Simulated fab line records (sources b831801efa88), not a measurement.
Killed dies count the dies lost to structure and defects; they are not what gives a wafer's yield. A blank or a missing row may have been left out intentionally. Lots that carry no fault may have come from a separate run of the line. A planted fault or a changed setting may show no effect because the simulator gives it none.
Which of the tools did it? :: flow gf180mcu :: 39 wafers from 13 lots sampled at 5 of the route's 602 steps

WHAT THE GAUGES SHOWED, per wafer
GF_STI_THK_MEAS_30. Usual: STI_OXIDATION_02_THK gives 9.99 nm (standard deviation 0.24).
lot: L602
measured: day 2 20:13
on: filmMetro-02
STI_OXIDATION_02_THK (nm): 10.07 10.15 10.17
flag: 

lot: L605
measured: day 3 11:20
on: filmMetro-02
STI_OXIDATION_02_THK (nm): 10.22 10.03 10.42
flag: 

lot: L606
measured: day 3 18:32
on: filmMetro-04
STI_OXIDATION_02_THK (nm): 9.68 9.80 9.59
flag: 

lot: L608
measured: day 3 22:18
on: filmMetro-03
STI_OXIDATION_02_THK (nm): 10.10 10.11 10.29
flag: 

lot: L612
measured: day 4 20:18
on: filmMetro-04
STI_OXIDATION_02_THK (nm): 9.95 9.94 9.79
flag: 

lot: L614
measured: day 5 01:47
on: filmMetro-04
STI_OXIDATION_02_THK (nm): 9.90 9.88 9.64
flag: 

lot: L617
measured: day 5 16:55
on: filmMetro-03
STI_OXIDATION_02_THK (nm): 9.61 9.67 9.79
flag: 

lot: L619
measured: day 6 03:17
on: filmMetro-03
STI_OXIDATION_02_THK (nm): 9.98 9.73 9.79
flag: 

lot: L620
measured: day 6 09:36
on: filmMetro-04
STI_OXIDATION_02_THK (nm): 9.91 9.85 9.97
flag: 

lot: L621
measured: day 6 14:39
on: filmMetro-02
STI_OXIDATION_02_THK (nm): 10.06 10.10 10.17
flag: 

lot: L622
measured: day 6 18:27
on: filmMetro-02
STI_OXIDATION_02_THK (nm): 10.31 10.27 10.44
flag: 

lot: L623
measured: day 6 23:39
on: filmMetro-02
STI_OXIDATION_02_THK (nm): 9.98 9.95 9.95
flag: 

lot: L624
measured: day 7 04:46
on: filmMetro-02
STI_OXIDATION_02_THK (nm): 10.01 10.28 10.39
flag: 

GF_DNWELL_TW_MEAS_09. Usual: DNWELL_TW gives 1353 (standard deviation 13).
lot: L602
measured: day 3 07:02
on: filmMetro-02
DNWELL_TW: 1367 1370 1375
flag: 

lot: L605
measured: day 3 23:35
on: filmMetro-01
DNWELL_TW: 1341 1341 1338
flag: 

lot: L606
measured: day 4 07:32
on: filmMetro-02
DNWELL_TW: 1369 1364 1365
flag: 

lot: L608
measured: day 4 11:42
on: filmMetro-01
DNWELL_TW: 1350 1346 1353
flag: 

lot: L612
measured: day 5 10:59
on: filmMetro-01
DNWELL_TW: 1323 1325 1323
flag: 

lot: L614
measured: day 5 15:26
on: filmMetro-02
DNWELL_TW: 1355 1362 1349
flag: 

lot: L617
measured: day 6 07:20
on: filmMetro-02
DNWELL_TW: 1357 1361 1364
flag: 

lot: L619
measured: day 6 18:16
on: filmMetro-02
DNWELL_TW: 1350 1352 1350
flag: 

lot: L620
measured: day 7 00:53
on: filmMetro-01
DNWELL_TW: 1333 1331 1329
flag: 

lot: L621
measured: day 7 05:47
on: filmMetro-04
DNWELL_TW: 1366 1363 1359
flag: 

lot: L622
measured: day 7 10:15
on: filmMetro-02
DNWELL_TW: 1358 1350 1354
flag: 

lot: L623
measured: day 7 15:03
on: filmMetro-01
DNWELL_TW: 1324 1326 1331
flag: 

lot: L624
measured: day 7 21:17
on: filmMetro-04
DNWELL_TW: 1356 1357 1355
flag: 

GF_VT_IMPLANT_TW_MEAS_21. Usual: VT_IMPLANT_2_TW gives 1215 (standard deviation 17).
lot: L602
measured: day 6 19:07
on: filmMetro-01
VT_IMPLANT_2_TW: 1196 1192 1203
flag: 

lot: L605
measured: day 7 17:22
on: filmMetro-02
VT_IMPLANT_2_TW: 1217 1219 1218
flag: 

lot: L606
measured: day 8 02:46
on: filmMetro-02
VT_IMPLANT_2_TW: 1227 1225 1223
flag: 

lot: L608
measured: day 8 05:17
on: filmMetro-01
VT_IMPLANT_2_TW: 1189 1199 1198
flag: 

lot: L612
measured: day 9 09:28
on: filmMetro-03
VT_IMPLANT_2_TW: 1234 1228 1241
flag: 

lot: L614
measured: day 9 17:32
on: filmMetro-02
VT_IMPLANT_2_TW: 1225 1220 1227
flag: 

lot: L617
measured: day 10 12:49
on: filmMetro-03
VT_IMPLANT_2_TW: 1234 1230 1233
flag: 

lot: L619
measured: day 11 02:23
on: filmMetro-01
VT_IMPLANT_2_TW: 1191 1195 1198
flag: 

lot: L620
measured: day 11 07:43
on: filmMetro-01
VT_IMPLANT_2_TW: 1194 1187 1198
flag: 

lot: L621
measured: day 11 15:16
on: filmMetro-03
VT_IMPLANT_2_TW: 1237 1223 1227
flag: 

lot: L622
measured: day 11 22:46
on: filmMetro-02
VT_IMPLANT_2_TW: 1231 1234 1232
flag: 

lot: L623
measured: day 12 01:14
on: filmMetro-01
VT_IMPLANT_2_TW: 1188 1196 1191
flag: 

lot: L624
measured: day 12 10:10
on: filmMetro-02
VT_IMPLANT_2_TW: 1225 1234 1225
flag: 

WHICH TOOL RAN EACH LOT (tool, then ch and the chambers of the sampled wafers, then the start)
lot: L602
GF_VT_IMPLANT_SOFTBAKE_03: lithoTrack-03 ch 0, day 5 19:46
GF_VT_IMPLANT_STRIP_09: plasmaAsher-02 ch 0,1, day 6 03:37

lot: L605
GF_VT_IMPLANT_SOFTBAKE_03: lithoTrack-01 ch 0, day 6 17:44
GF_VT_IMPLANT_STRIP_09: plasmaAsher-03 ch 0,1, day 7 01:31

lot: L606
GF_VT_IMPLANT_SOFTBAKE_03: lithoTrack-02 ch 0, day 7 02:17
GF_VT_IMPLANT_STRIP_09: plasmaAsher-03 ch 0,1, day 7 10:04

lot: L608
GF_VT_IMPLANT_SOFTBAKE_03: lithoTrack-02 ch 0, day 7 04:11
GF_VT_IMPLANT_STRIP_09: plasmaAsher-02 ch 0,1, day 7 11:54

lot: L612
GF_VT_IMPLANT_SOFTBAKE_03: lithoTrack-02 ch 0, day 8 07:35
GF_VT_IMPLANT_STRIP_09: plasmaAsher-03 ch 0,1, day 8 16:13

lot: L614
GF_VT_IMPLANT_SOFTBAKE_03: lithoTrack-02 ch 0, day 8 13:57
GF_VT_IMPLANT_STRIP_09: plasmaAsher-04 ch 0, day 8 22:43

lot: L617
GF_VT_IMPLANT_SOFTBAKE_03: lithoTrack-03 ch 0, day 9 09:05
GF_VT_IMPLANT_STRIP_09: plasmaAsher-02 ch 0,1, day 9 18:28

lot: L619
GF_VT_IMPLANT_SOFTBAKE_03: lithoTrack-01 ch 0, day 9 22:36
GF_VT_IMPLANT_STRIP_09: plasmaAsher-04 ch 0,1, day 10 07:42

lot: L620
GF_VT_IMPLANT_SOFTBAKE_03: lithoTrack-01 ch 0, day 10 04:20
GF_VT_IMPLANT_STRIP_09: plasmaAsher-02 ch 0,1, day 10 13:37

lot: L621
GF_VT_IMPLANT_SOFTBAKE_03: lithoTrack-03 ch 0, day 10 10:47
GF_VT_IMPLANT_STRIP_09: plasmaAsher-04 ch 0,1, day 10 19:58

lot: L622
GF_VT_IMPLANT_SOFTBAKE_03: lithoTrack-01 ch 0, day 10 18:00
GF_VT_IMPLANT_STRIP_09: plasmaAsher-03 ch 0,1, day 11 03:34

lot: L623
GF_VT_IMPLANT_SOFTBAKE_03: lithoTrack-01 ch 0, day 10 21:09
GF_VT_IMPLANT_STRIP_09: plasmaAsher-02 ch 0,1, day 11 06:10

lot: L624
GF_VT_IMPLANT_SOFTBAKE_03: lithoTrack-02 ch 0, day 11 05:47
GF_VT_IMPLANT_STRIP_09: plasmaAsher-02 ch 0,1, day 11 15:28
- GF_VT_IMPLANT_SOFTBAKE_03: time 60 s.
- GF_VT_IMPLANT_STRIP_09: strips in O2/N2.

AS READ BY THE TOOLS THEMSELVES (means over the sampled wafers that have a number; for cases with no such wafer, the mark the record gives instead)
GF_VT_IMPLANT_SOFTBAKE_03. Usual: heaterPowerTotalW 56.60 W, standard deviation 0.043; runLengthS 89.18 s, standard deviation 0.25.
lot: L602
tool: lithoTrack-03
heaterPowerTotalW (W): 56.59
runLengthS (s): 89.02
flag: 

lot: L605
tool: lithoTrack-01
heaterPowerTotalW (W): 56.64
runLengthS (s): 89.01
flag: 

lot: L606
tool: lithoTrack-02
heaterPowerTotalW (W): 56.62
runLengthS (s): 89.38
flag: 

lot: L608
tool: lithoTrack-02
heaterPowerTotalW (W): 56.60
runLengthS (s): 89.48
flag: 

lot: L612
tool: lithoTrack-02
heaterPowerTotalW (W): 61.54
runLengthS (s): 79.26
flag: OFF

lot: L614
tool: lithoTrack-02
heaterPowerTotalW (W): 66.49
runLengthS (s): 69.09
flag: OFF

lot: L617
tool: lithoTrack-03
heaterPowerTotalW (W): 56.55
runLengthS (s): 89.00
flag: 

lot: L619
tool: lithoTrack-01
heaterPowerTotalW (W): 56.59
runLengthS (s): 89.01
flag: 

lot: L620
tool: lithoTrack-01
heaterPowerTotalW (W): 56.65
runLengthS (s): 88.94
flag: 

lot: L621
tool: lithoTrack-03
heaterPowerTotalW (W): 56.57
runLengthS (s): 89.02
flag: 

lot: L622
tool: lithoTrack-01
heaterPowerTotalW (W): 56.60
runLengthS (s): 88.93
flag: 

lot: L623
tool: lithoTrack-01
heaterPowerTotalW (W): 56.60
runLengthS (s): 89.01
flag: 

lot: L624
tool: lithoTrack-02
heaterPowerTotalW (W): 56.61
runLengthS (s): 89.43
flag: 

GF_VT_IMPLANT_STRIP_09. Usual: drypumpMotorCurrentA 6.1 A, standard deviation 0.51; heaterPowerW 343 W, standard deviation 30; oesProductAu 0.716 a.u., standard deviation 0.0046; stripTimeToEndpointS 12.63 s, standard deviation 0.038.
lot: L602
tool: plasmaAsher-02
drypumpMotorCurrentA (A): 5.7
heaterPowerW (W): 336
oesProductAu (a.u.): 0.717
stripTimeToEndpointS (s): 12.62
flag: 

lot: L605
tool: plasmaAsher-03
drypumpMotorCurrentA (A): 6.7
heaterPowerW (W): 324
oesProductAu (a.u.): 0.717
stripTimeToEndpointS (s): 12.59
flag: 

lot: L606
tool: plasmaAsher-03
drypumpMotorCurrentA (A): 6.7
heaterPowerW (W): 321
oesProductAu (a.u.): 0.715
stripTimeToEndpointS (s): 12.67
flag: 

lot: L608
tool: plasmaAsher-02
drypumpMotorCurrentA (A): 5.7
heaterPowerW (W): 331
oesProductAu (a.u.): 0.719
stripTimeToEndpointS (s): 12.64
flag: 

lot: L612
tool: plasmaAsher-03
drypumpMotorCurrentA (A): 6.6
heaterPowerW (W): 335
oesProductAu (a.u.): 0.716
stripTimeToEndpointS (s): 12.69
flag: 

lot: L614
tool: plasmaAsher-04
drypumpMotorCurrentA (A): 5.3
heaterPowerW (W): 333
oesProductAu (a.u.): 0.714
stripTimeToEndpointS (s): 12.75
flag: OFF

lot: L617
tool: plasmaAsher-02
drypumpMotorCurrentA (A): 5.7
heaterPowerW (W): 338
oesProductAu (a.u.): 0.715
stripTimeToEndpointS (s): 12.66
flag: 

lot: L619
tool: plasmaAsher-04
drypumpMotorCurrentA (A): 5.7
heaterPowerW (W): 358
oesProductAu (a.u.): 0.717
stripTimeToEndpointS (s): 12.67
flag: 

lot: L620
tool: plasmaAsher-02
drypumpMotorCurrentA (A): 5.7
heaterPowerW (W): 336
oesProductAu (a.u.): 0.718
stripTimeToEndpointS (s): 12.61
flag: 

lot: L621
tool: plasmaAsher-04
drypumpMotorCurrentA (A): 6.1
heaterPowerW (W): 378
oesProductAu (a.u.): 0.713
stripTimeToEndpointS (s): 12.67
flag: 

lot: L622
tool: plasmaAsher-03
drypumpMotorCurrentA (A): 6.6
heaterPowerW (W): 319
oesProductAu (a.u.): 0.715
stripTimeToEndpointS (s): 12.62
flag: 

lot: L623
tool: plasmaAsher-02
drypumpMotorCurrentA (A): 5.7
heaterPowerW (W): 338
oesProductAu (a.u.): 0.718
stripTimeToEndpointS (s): 12.55
flag: 

lot: L624
tool: plasmaAsher-02
drypumpMotorCurrentA (A): 5.6
heaterPowerW (W): 351
oesProductAu (a.u.): 0.717
stripTimeToEndpointS (s): 12.65
flag: 

THE ANSWER, worked out from the rows above alone
Rule: lot off if the mean of its wafers having a number is beyond 3 standard deviations from the usual mean. A lot without any number at a reading at which 4 lots or more have one is off too. All remaining lots with rows at the step are treated as sound. Order of review: gauges by route order, followed by the tools' own readings, for which a lot's mean as printed above is used. The first step at which some lot is off is used, and at that step the reading that is off furthest; a lot without a number counts as furthest.
Off: L612, L614 (GF_VT_IMPLANT_SOFTBAKE_03, heaterPowerTotalW).
A tool fits if, at that step or a process step before it, it ran every lot that is off, and no sound lot after the first of them. None of those tried fits.

WHAT WAS PUT IN BY THE SIMULATOR
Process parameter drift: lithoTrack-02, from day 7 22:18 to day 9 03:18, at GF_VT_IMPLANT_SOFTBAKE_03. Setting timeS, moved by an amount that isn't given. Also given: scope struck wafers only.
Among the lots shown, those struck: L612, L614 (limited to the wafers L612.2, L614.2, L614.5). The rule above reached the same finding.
